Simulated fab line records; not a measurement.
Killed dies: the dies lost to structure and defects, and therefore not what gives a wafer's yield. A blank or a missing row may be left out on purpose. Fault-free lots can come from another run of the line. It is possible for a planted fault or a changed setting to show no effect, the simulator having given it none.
A struck lot beside a sound one	flow sky130	15 out of 708 route steps
Sound: wafers L383.3, L383.4, L383.5. Wafers L378.2, L378.3, L378.4 were the ones struck. The cause comes at the end.
At each step with rows: each side's tool, then ch and its chambers, then its first start. Under that, the readings that differ: sound wafers	struck wafers	difference of the means	sigmas: that difference in standard deviations of wafers without a fault.
alike: words and numbers the same on both sides, and readings whose means are apart by under 2 such deviations; not compared: readings that were withheld, readings missing a value for some wafer, numbers with overlapping values and no deviation given by the record, and bounds like >300 which may hide the same value.
The two part at a step that has a row with sigmas, a row that says differs or no value, or rows on one side only. Non-overlapping numbers with no deviation appear without sigmas and do not part them. A reading that every wafer of one side lacks parts them only if that side has two wafers or more.

first, 8 steps without rows for these wafers: SKY_LOCAL_INTERCONNECT_DEHYDRATE_03 (time 60 s); SKY_LOCAL_INTERCONNECT_HMDS_04 (prime time 60 s); SKY_LOCAL_INTERCONNECT_COAT_05 (resist thk 60 nm); SKY_LOCAL_INTERCONNECT_COAT_06 (resist thk 450 nm); SKY_LOCAL_INTERCONNECT_SOFTBAKE_07 (time 90 s); SKY_LOCAL_INTERCONNECT_EXPOSE_08 (exposes mask LI1M, target cd 170 nm); SKY_LOCAL_INTERCONNECT_PEB_09; SKY_LOCAL_INTERCONNECT_DEVELOP_10 (develop time 60 s).
SKY_LOCAL_INTERCONNECT_CD_MEAS_11: target cd 170 nm.
  sound on cd sem-01 at day 33 15:55; struck on cd sem-02 at day 32 02:53
  alike: cd nm
SKY_LOCAL_INTERCONNECT_OVL_MEAS_12:
  sound on overlay-01 at day 33 16:01; struck on overlay-02 at day 32 02:59
  alike: LOCAL_INTERCONNECT_OVL
SKY_LOCAL_INTERCONNECT_ETCH_13: etches BARC in N2/H2, stops on SiO2, time 45.9 s, target depth 60 nm.
  sound on rie metal-04 ch 0,1, day 33 16:04; struck on rie metal-01 ch 1, day 32 03:02
reading	sound	struck	difference	sigmas
drypump motor current A (A)	6.7 6.4 6.4	5.4 5.4 5.3	-1.1	-2
  alike: oes product au, throttle valve pct
  not compared: rf hours counter h
SKY_LOCAL_INTERCONNECT_METAL_ETCH_14: etches TiN in Cl2/BCl3, stops on PSG, target depth 110 nm, time 31.4 s.
  sound on rie metal-04 ch 0,1, day 33 16:07; struck on rie metal-01 ch 1, day 32 03:10
reading	sound	struck	difference	sigmas
drypump motor current A (A)	6.7 6.4 6.4	5.3 5.3 5.3	-1.2	-2
  alike: oes product au, throttle valve pct
  not compared: rf hours counter h
SKY_LOCAL_INTERCONNECT_STRIP_15: strips in O2/N2.
  sound on plasma asher-02 ch 0,1, day 33 16:11; struck on plasma asher-04 ch 0,1, day 32 03:15
  no value came back on the struck wafers for chamber pressure mTorr (mTorr), drypump motor current A (A), oes product au (a.u.), strip time to endpoint s (s); on the sound wafers chamber pressure mTorr (mTorr) reads 1500.0 1499.7 1499.9
reading	sound	struck	difference	sigmas
model.KrF-thick_of_LOCAL_INTERCONNECT_COAT_06.thk nm (nm)	0 0 0	352.6 352.2 352.1	+352.3	
  not compared: rf hours counter h
then, 1 step without rows for these wafers: SKY_LOCAL_INTERCONNECT_STRIP_16 (strips in post etch residue remover, time 1200 s).
-- the record jumps here: 15 days lie between the struck wafers' starts before and after (it left off in module LOCAL_INTERCONNECT and takes up again in module PAD_OPEN, whose first step shown is number 708 of the route) --
SKY_PAD_OPEN_PROBE_99:
  sound on prober-02 at day 48 06:06; struck on prober-01 at day 47 05:20
reading	sound	struck	difference	sigmas
killed at contacts	23 22 18	430 432 414	+404	+86
killed dies	88 92 87	492 492 492	+403	+43
killed on rim	22 18 21	96 96 96	+76	+18
  alike: killed_at_M0_to_M3, killed_at_M4_up, killed at front end, killed at other, killed open, killed short

== WHERE THEY PART ==
Earliest at SKY_LOCAL_INTERCONNECT_ETCH_13; latest, in this record, at SKY_PAD_OPEN_PROBE_99.

WHY: what had been put in by the simulator
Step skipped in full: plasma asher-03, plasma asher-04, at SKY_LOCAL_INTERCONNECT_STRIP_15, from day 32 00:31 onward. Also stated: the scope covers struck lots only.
